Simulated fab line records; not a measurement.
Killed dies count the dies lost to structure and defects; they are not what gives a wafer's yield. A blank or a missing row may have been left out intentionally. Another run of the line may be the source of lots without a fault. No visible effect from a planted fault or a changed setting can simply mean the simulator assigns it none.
A lot that was struck, set against a sound lot | flow sky130 | 24 out of 708 route steps
Sound: wafers L837.4, L837.5, L837.6. Wafers L831.2, L831.5, L831.6 were the ones struck. The cause is named last.
For every step that has rows: the tool of each side, followed by ch and its chambers, followed by its first start. Under that, the readings that differ: sound wafers | struck wafers | difference of the means | sigmas: that difference in standard deviations of wafers without a fault.
alike: words and numbers the same on both sides, and readings whose means are apart by under 2 such deviations; not compared: readings that were withheld, readings missing a value for some wafer, numbers with overlapping values and no deviation given by the record, and bounds like >300 which may hide the same value.
The two part at a step that has a row with sigmas, a row that says differs or no value, or rows on one side only. Numbers that have no deviation but don't overlap get no sigmas and don't part them. A reading that every wafer of one side lacks parts them only if that side has two wafers or more.

first, 9 steps without rows for these wafers: SKY_VIA3_SPUTTER_20 (material TiN, target thk 20 nm, time 80 s); SKY_VIA3_CVD_21 (deposits W, target thk 390 nm, time 117.31 s); SKY_VIA3_CMP_24 (polishes, stops on SiO2, t overpolish 20 s, target thk 0 nm); SKY_METAL4_SPUTTER_00 (material Ti, target thk 15 nm, time 10 s); SKY_METAL4_SPUTTER_01 (material TiN, target thk 20 nm, time 16.7 s); SKY_METAL4_SPUTTER_02 (material AlCu, target thk 735 nm, time 39.1 s); SKY_METAL4_SPUTTER_03 (material Ti, target thk 5 nm, time 3.3 s); SKY_METAL4_SPUTTER_04 (material TiN, target thk 70 nm, time 58.3 s); SKY_CAP2M_CVD_00 (deposits SiO2, target thk 15.5 nm).
SKY_CAP2M_SPUTTER_02: material TiN, target thk 200 nm, time 166.7 s.
  sound: pvdSputter-01 at day 44 17:42; struck: pvdSputter-02 at day 42 20:45
reading                                  | sound             | struck            | difference | sigmas
model.TiN_of_CAP2M_SPUTTER_02.thkNm (nm) | 199.7 199.9 200.4 | 296.9 293.2 296.8 | +95.6      | 
  alike: throttleValvePct
SKY_CAP2M_RS_MEAS_03: measures by four-point-probe.
  sound: filmMetro-04 at day 44 17:52; struck: filmMetro-01 at day 42 20:53
reading               | sound          | struck         | difference | sigmas
CAP2M_TIN_RS (ohm/sq) | 6.92 6.91 6.90 | 4.62 4.68 4.62 | -2.27      | -28
SKY_CAP2M_THK_MEAS_04: measures by xrf.
  sound: filmMetro-04 at day 44 17:58; struck: filmMetro-01 at day 42 20:59
reading            | sound             | struck            | difference | sigmas
CAP2M_TIN_THK (nm) | 198.5 198.7 200.1 | 295.2 291.4 296.5 | +95.3      | +41
then, 7 steps without rows for these wafers: SKY_CAP2M_DEHYDRATE_05 (time 60 s); SKY_CAP2M_HMDS_06 (prime time 60 s); SKY_CAP2M_COAT_07 (resist thk 1140 nm); SKY_CAP2M_SOFTBAKE_08 (time 60 s); SKY_CAP2M_EXPOSE_09 (exposes mask CAP2M, target cd 1000 nm); SKY_CAP2M_PEB_10; SKY_CAP2M_DEVELOP_11 (develop time 60 s).
SKY_CAP2M_METAL_ETCH_13: etches TiN in Cl2/BCl3, stops on SiO2, target depth 220 nm, time 62.9 s.
  sound on rieMetal-02 ch 0,1, day 45 14:13; struck on rieMetal-02 ch 0,1, day 43 18:34
reading              | sound                | struck               | difference | sigmas
oesProductAu (a.u.)  | 0.941 0.934 0.943    | 0.985 0.983 0.993    | +0.048     | +6
throttleValvePct (%) | 21.922 21.926 21.905 | 21.859 21.858 21.892 | -0.048     | -5
  alike: biasW, drypumpMotorCurrentA, heBacksideLeakSccm, rfFwdPowerW
  not compared: rfHoursCounterH
then, 1 step without rows for these wafers: SKY_CAP2M_STRIP_14 (strips in O2/N2).
SKY_CAP2M_STRIP_15: strips in post etch residue remover, time 1200 s.
  sound on wetBench-01 ch 0, day 45 14:22; struck on wetBench-04 ch 3, day 43 18:45
reading                                  | sound           | struck            | difference | sigmas
model.TiN_of_CAP2M_SPUTTER_02.thkNm (nm) | 199.3 199.5 200 | 296.4 292.8 296.3 | +95.6      | 
then, 1 step without rows for these wafers: SKY_CAP2M_CLEAN_16 (cleans in IPA, time 180 s).
-- the record jumps here: 5 days lie between the struck wafers' starts before and after (it left off in module CAP2M and takes up again in module PAD_OPEN, whose first step shown is number 708 of the route) --
SKY_PAD_OPEN_PROBE_99:
  sound: prober-02 at day 49 21:49; struck: prober-01 at day 48 14:29
reading                  | sound          | struck         | difference | sigmas
defectLimitedYield (%)   | 83.7 80.9 81.1 | 0 0 0          | -82        | -43
killedAtOther            | 0 3 0          | 399 398 402    | +399       | +99 or more
killedDies               | 80 94 93       | 492 492 492    | +403       | +44
killedOnRim              | 15 19 20       | 96 96 96       | +78        | +20
sort_bin_3_pad_short (%) | 1.4 1.4 0.4    | 81.9 81.7 82.9 | +81.1      | +99 or more
sortNPass                | 412 398 399    | 0 0 0          | -403       | -44
sortYieldPct (%)         | 83.7 80.9 81.1 | 0 0 0          | -82        | -43
  alike: killed_at_M0_to_M3, killed_at_M4_up, killedAtContacts, killedAtFrontEnd, killedOpen, killedShort, sort_bin_5_function, sort_bin_6_memory

WHERE THEY PART
Earliest at SKY_CAP2M_RS_MEAS_03; latest, in this record, at SKY_PAD_OPEN_PROBE_99.

WHY: whatever the simulator had introduced
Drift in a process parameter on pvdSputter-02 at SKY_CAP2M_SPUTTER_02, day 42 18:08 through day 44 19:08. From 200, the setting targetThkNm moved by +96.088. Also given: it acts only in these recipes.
